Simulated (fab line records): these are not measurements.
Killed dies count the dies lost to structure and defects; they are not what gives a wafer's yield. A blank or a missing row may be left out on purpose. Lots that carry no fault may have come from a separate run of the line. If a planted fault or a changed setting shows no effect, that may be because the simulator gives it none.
fab line records | flow gf180mcu | part 2 of 2: steps 23 to 34 of 34
record lots=5 | wafers=15 | last-day=34
route steps=602 shown V5@551 TOP_METAL@567
lots that met no fault: taken from a fault-free run of the same line
start-h: hours from the record's opening day to when the first of the lot's shown wafers began | wait-h: hours elapsed since this lot's preceding step | " the same as in the row above | L1.1+2: several wafers, shown together as one row | - no value present, or no start provided | * or withheld: withheld | < > ~ a bound
route shown NAME@n: a module of which the file shows steps, and the number in the route of the first | usual: the fault-free wafers' mean and standard deviation | same: alike in all rows | chamber/n: place in a boat | sites: each site's reading | _std_site: their standard deviation | _edge_site: the outer-site mean with the inner-site mean subtracted | radius-mm: for every site, how far away it sits from the centre of the wafer | mask NAME#n: copy n | behind: tool/chamber where the wafer was last shaped | hold: why the lot was held/for how many hours/how that ended | device: names the non-switching transistor (n, p or np) | end of line: tests run on the same wafers once the route is complete | step lacking rows: just its recipe | killed: the dies lost at the first sort to structure and to defects; this is not the yield of the wafer | map: dies across one wafer; x = killed, . = not, _ = none there
set.NAME: the run value of the setting; set.NAME@STEP: its run value at that earlier step | model.NAME: the simulator's own value behind a step, which no gauge read
lots seen at some steps along the route; tables by step, rows by wafer
services: a tool's chamber out of use, with start hour (start-h, from the record's first day; less than 0 if before it), hours out, and reason
## steps
# step GF_TOP_METAL_THK_MEAS_06
# recipe thk-meas-gauge=xrf | reads=AlCu_of_TOP_METAL_SPUTTER_02
# usual TOP_METAL_ALCU_THK=883/12
lot.wafer | tool          | chamber | start-h | wait-h | TOP_METAL_ALCU_THK[nm]
L084.2    | film-metro-03 | -       | 707.44  | 0.1    | 892
L084.5    | "             | -       | "       | "      | 889
L084.6    | "             | -       | "       | "      | 902
L085.2    | film-metro-04 | -       | 710.82  | 0.1    | 869
L085.5    | "             | -       | "       | "      | 873
L085.6    | "             | -       | "       | "      | 883
L089.2    | film-metro-04 | -       | 737.08  | 0.1    | 864
L089.4    | "             | -       | "       | "      | 874
L089.5    | "             | -       | "       | "      | 886
L090.3    | film-metro-02 | -       | 751.75  | 0.1    | 883
L090.4    | "             | -       | "       | "      | 901
L090.5    | "             | -       | "       | "      | 870
L096.1    | film-metro-03 | -       | 776.77  | 0.1    | 859
L096.4    | "             | -       | "       | "      | 856
L096.5    | "             | -       | "       | "      | 860
# step GF_TOP_METAL_DEHYDRATE_07
# recipe temp-c=200 | time-s=60
lot.wafer  | tool           | chamber | start-h | wait-h
L084.2+5+6 | litho-track-02 | 0       | 716.12  | 8.7
L085.2+5+6 | litho-track-04 | 0       | 718.92  | 8.1
L089.2+4+5 | litho-track-01 | 0       | 744.32  | 7.2
L090.3+4+5 | litho-track-02 | 0       | 759.10  | 7.3
L096.1+4+5 | litho-track-02 | 0       | 783.90  | 7.1
# step GF_TOP_METAL_HMDS_08
# recipe prime-time-s=60 | prime-temp-c=120
lot.wafer  | tool           | chamber | start-h | wait-h
L084.2+5+6 | litho-track-02 | 0       | 716.27  | 0.1
L085.2+5+6 | litho-track-04 | 0       | 719.07  | 0.1
L089.2+4+5 | litho-track-01 | 0       | 744.47  | 0.1
L090.3+4+5 | litho-track-02 | 0       | 759.25  | 0.1
L096.1+4+5 | litho-track-02 | 0       | 784.05  | 0.1
# step GF_TOP_METAL_COAT_09
# recipe resist=NOVOLAK | spin-rpm=3000 | resist-thk-nm=1500
lot.wafer  | tool           | chamber | start-h | wait-h
L084.2+5+6 | litho-track-02 | 0       | 716.42  | 0.1
L085.2+5+6 | litho-track-04 | 0       | 719.22  | 0.1
L089.2+4+5 | litho-track-01 | 0       | 744.62  | 0.1
L090.3+4+5 | litho-track-02 | 0       | 759.40  | 0.1
L096.1+4+5 | litho-track-02 | 0       | 784.20  | 0.1
# step GF_TOP_METAL_SOFTBAKE_10
# recipe temp-c=90 | time-s=60 | resist=NOVOLAK
lot.wafer  | tool           | chamber | start-h | wait-h
L084.2+5+6 | litho-track-02 | 0       | 716.57  | 0.1
L085.2+5+6 | litho-track-04 | 0       | 719.37  | 0.1
L089.2+4+5 | litho-track-01 | 0       | 744.77  | 0.1
L090.3+4+5 | litho-track-02 | 0       | 759.55  | 0.1
L096.1+4+5 | litho-track-02 | 0       | 784.35  | 0.1
# step GF_TOP_METAL_EXPOSE_11
# recipe mask-id=MetalTop | target-cd-nm=440 | na=0.6 | source-shape=conventional | sigma-outer=0.6 | dose-mj=170
lot.wafer  | tool             | chamber | start-h | wait-h | mask
L084.2+5+6 | iline-stepper-02 | 0       | -       | -      | MetalTop#0
L085.2+5+6 | iline-stepper-01 | 0       | -       | -      | MetalTop#0
L089.2+4+5 | iline-stepper-01 | 0       | -       | -      | MetalTop#0
L090.3+4+5 | iline-stepper-01 | 0       | -       | -      | MetalTop#0
L096.1+4+5 | iline-stepper-01 | 0       | -       | -      | MetalTop#0
# step GF_TOP_METAL_PEB_12
# recipe temp-c=withheld | time-s=* | resist=NOVOLAK
lot.wafer  | tool           | chamber | start-h | wait-h
L084.2+5+6 | litho-track-02 | 0       | -       | -
L085.2+5+6 | litho-track-02 | 0       | -       | -
L089.2+4+5 | litho-track-02 | 0       | -       | -
L090.3+4+5 | litho-track-01 | 0       | -       | -
L096.1+4+5 | litho-track-04 | 0       | -       | -
# step GF_TOP_METAL_DEVELOP_13
# recipe develop-time-s=60 | dev-temp-c=23
lot.wafer  | tool           | chamber | start-h | wait-h
L084.2+5+6 | litho-track-02 | 0       | 724.97  | 0.1
L085.2+5+6 | litho-track-02 | 0       | 728.32  | 0.1
L089.2+4+5 | litho-track-02 | 0       | 753.47  | 0.1
L090.3+4+5 | litho-track-01 | 0       | 767.69  | 0.1
L096.1+4+5 | litho-track-04 | 0       | 792.00  | 0.1
# step GF_TOP_METAL_CD_MEAS_14
# recipe target-cd-nm=440
# usual cd-nm=439.9/2.5
lot.wafer | tool      | chamber | start-h | wait-h | cd-nm
L084.2    | cd-sem-02 | -       | 725.12  | 0.1    | 440.1
L084.5    | "         | -       | "       | "      | 437.6
L084.6    | "         | -       | "       | "      | 440.6
L085.2    | cd-sem-01 | -       | 728.47  | 0.1    | 439.3
L085.5    | "         | -       | "       | "      | 440.2
L085.6    | "         | -       | "       | "      | 439.3
L089.2    | cd-sem-02 | -       | 753.62  | 0.1    | 441.5
L089.4    | "         | -       | "       | "      | 438.2
L089.5    | "         | -       | "       | "      | 440.0
L090.3    | cd-sem-01 | -       | 767.83  | 0.1    | 436.9
L090.4    | "         | -       | "       | "      | 434.8
L090.5    | "         | -       | "       | "      | 436.1
L096.1    | cd-sem-02 | -       | 792.15  | 0.1    | 438.0
L096.4    | "         | -       | "       | "      | 437.4
L096.5    | "         | -       | "       | "      | 438.1
# step GF_TOP_METAL_OVL_MEAS_15
# usual TOP_METAL_OVL=-0.6/1.6
lot.wafer | tool       | chamber | start-h | wait-h | TOP_METAL_OVL[nm]
L084.2    | overlay-02 | -       | 725.22  | 0.1    | 0.1
L084.5    | "          | -       | "       | "      | -1.0
L084.6    | "          | -       | "       | "      | 1.3
L085.2    | overlay-01 | -       | 728.57  | 0.1    | 0.1
L085.5    | "          | -       | "       | "      | 1.7
L085.6    | "          | -       | "       | "      | 0.8
L089.2    | overlay-01 | -       | 753.72  | 0.1    | -0.3
L089.4    | "          | -       | "       | "      | -0.1
L089.5    | "          | -       | "       | "      | -0.2
L090.3    | overlay-02 | -       | 767.92  | 0.1    | -3.7
L090.4    | "          | -       | "       | "      | -3.5
L090.5    | "          | -       | "       | "      | -2.8
L096.1    | overlay-01 | -       | 792.27  | 0.1    | -0.4
L096.4    | "          | -       | "       | "      | -0.7
L096.5    | "          | -       | "       | "      | -0.8
# step GF_TOP_METAL_METAL_ETCH_16
# recipe chemistry=Cl2/BCl3 | mask-material=NOVOLAK | target-depth-nm=1197 | stop-on=SiO2 | pressure-mtorr=8 | icp-w=800 | bias-w=140 | Cl2_flow_sccm=80 | bcl3-flow-sccm=40 | time-s=199.5
# usual bias-w=140.1/0.4 | drypump-motor-current-A=5.8/0.49 | oes-product-au=0.990/0.0065 | throttle-valve-pct=28.231/0.011
lot.wafer | tool         | chamber | start-h | wait-h | bias-w | drypump-motor-current-A | oes-product-au | rf-hours-counter-h | throttle-valve-pct
L084.2    | rie-metal-01 | 0       | 725.25  | 0.0    | 140.0  | 5.4                     | 0.996          | 4                  | 28.219
L084.5    | "            | 0       | "       | "      | 140.7  | 5.4                     | 0.998          | -                  | 28.209
L084.6    | "            | 1       | "       | "      | 140.1  | 6.0                     | 0.979          | -                  | 28.235
L085.2    | rie-metal-02 | 0       | 728.60  | 0.0    | 139.9  | 6.3                     | 0.990          | 5                  | 28.232
L085.5    | "            | 0       | "       | "      | 139.9  | 6.3                     | 0.987          | -                  | 28.230
L085.6    | "            | 1       | "       | "      | 139.9  | 5.4                     | 0.990          | -                  | 28.221
L089.2    | rie-metal-01 | 0       | 753.75  | 0.0    | 139.9  | 5.4                     | 0.999          | 6                  | 28.232
L089.4    | "            | 0       | "       | "      | 139.2  | 5.4                     | 0.991          | -                  | 28.214
L089.5    | "            | 0       | "       | "      | 140.1  | 5.5                     | 0.996          | -                  | 28.242
L090.3    | rie-metal-02 | 1       | 768.01  | 0.1    | 140.4  | 5.4                     | 1.005          | -                  | 28.225
L090.4    | "            | 0       | "       | "      | 139.5  | 6.3                     | 0.988          | -                  | 28.214
L090.5    | "            | 1       | "       | "      | 141.0  | 5.4                     | 0.998          | -                  | 28.198
L096.1    | rie-metal-03 | 1       | 792.30  | 0.0    | 139.9  | 5.1                     | 0.987          | 10                 | 28.238
L096.4    | "            | 1       | "       | "      | 140.0  | 5.1                     | 0.995          | -                  | 28.230
L096.5    | "            | 0       | "       | "      | 140.3  | 6.4                     | 0.992          | -                  | 28.242
# step GF_TOP_METAL_STRIP_17
# recipe chemistry=O2/N2 | power-w=1400 | pressure-mtorr=1500 | platen-temp-c=250 | o2-flow-sccm=3000 | n2-flow-sccm=300 | overash-fraction=0.5
# usual drypump-motor-current-A=5.6/0.46 | heater-power-w=336/19 | oes-product-au=0.711/0.0043 | strip-time-to-endpoint-s=12.92/0.089
lot.wafer | tool            | chamber | start-h | wait-h | drypump-motor-current-A | heater-power-w | oes-product-au | rf-hours-counter-h | strip-time-to-endpoint-s
L084.2    | plasma-asher-02 | 1       | 725.44  | 0.1    | 5.7                     | 323            | 0.710          | 66                 | 12.82
L084.5    | "               | 0       | "       | "      | 6.2                     | 303            | 0.706          | -                  | 12.81
L084.6    | "               | 1       | "       | "      | 5.7                     | 324            | 0.709          | -                  | 13.02
L085.2    | plasma-asher-04 | 1       | 728.79  | 0.1    | 4.8                     | 329            | 0.709          | 102                | 12.92
L085.5    | "               | 1       | "       | "      | 4.7                     | 325            | 0.707          | -                  | 12.91
L085.6    | "               | 0       | "       | "      | 5.8                     | 358            | 0.705          | -                  | 12.79
L089.2    | plasma-asher-01 | 0       | 753.94  | 0.1    | 6.0                     | 350            | 0.707          | 102                | 12.98
L089.4    | "               | 1       | "       | "      | 5.4                     | 331            | 0.706          | -                  | 12.94
L089.5    | "               | 1       | "       | "      | 5.4                     | 340            | 0.718          | -                  | 12.89
L090.3    | plasma-asher-01 | 1       | 768.17  | 0.1    | 5.4                     | 343            | 0.709          | -                  | 12.75
L090.4    | "               | 0       | "       | "      | 6.0                     | 352            | 0.707          | -                  | 12.97
L090.5    | "               | 0       | "       | "      | 6.0                     | 360            | 0.714          | -                  | 12.75
L096.1    | plasma-asher-02 | 0       | 792.49  | 0.1    | 6.2                     | 296            | 0.710          | 72                 | 13.00
L096.4    | "               | 0       | "       | "      | 6.2                     | 299            | 0.703          | -                  | 12.87
L096.5    | "               | 0       | "       | "      | 6.3                     | 303            | 0.707          | -                  | 12.92
## services
tool             | chamber | start-h | hours | kind
cmp-02           | -       | 675.71  | 0.4   | repair
iline-stepper-02 | -       | 680.12  | 8.1   | repair
rie-diel-03      | 3       | 688.33  | 7.1   | repair
krf-scanner-01   | -       | 689.69  | 0.8   | pm
krf-scanner-02   | -       | 691.78  | 0.8   | pm
krf-scanner-02   | -       | 705.33  | 1.3   | pm
krf-scanner-01   | -       | 715.52  | 1.0   | pm
krf-scanner-02   | -       | 716.63  | 1.0   | pm
cvd-w-02         | 1       | 719.06  | 5.3   | repair
cvd-w-02         | -       | 721.05  | 6.9   | pm
pvd-sputter-03   | -       | 732.84  | 4.9   | repair
pvd-sputter-03   | -       | 733.64  | 4.5   | repair
plasma-asher-02  | -       | 734.08  | 10.8  | repair
iline-stepper-01 | -       | 734.80  | 4.3   | repair
krf-scanner-02   | -       | 734.86  | 0.1   | repair
cmp-01           | -       | 737.79  | 1.0   | repair
cvd-w-01         | -       | 740.55  | 2.2   | repair
wet-bench-01     | -       | 747.38  | 3.3   | repair
plasma-asher-01  | -       | 751.18  | 2.6   | repair
rie-diel-01      | 1       | 754.48  | 5.8   | repair
rie-metal-01     | 0       | 764.17  | 11.1  | repair
rie-metal-01     | 1       | 764.32  | 4.6   | repair
cmp-01           | -       | 767.75  | 1.4   | repair
pvd-sputter-01   | -       | 791.09  | 1.0   | repair
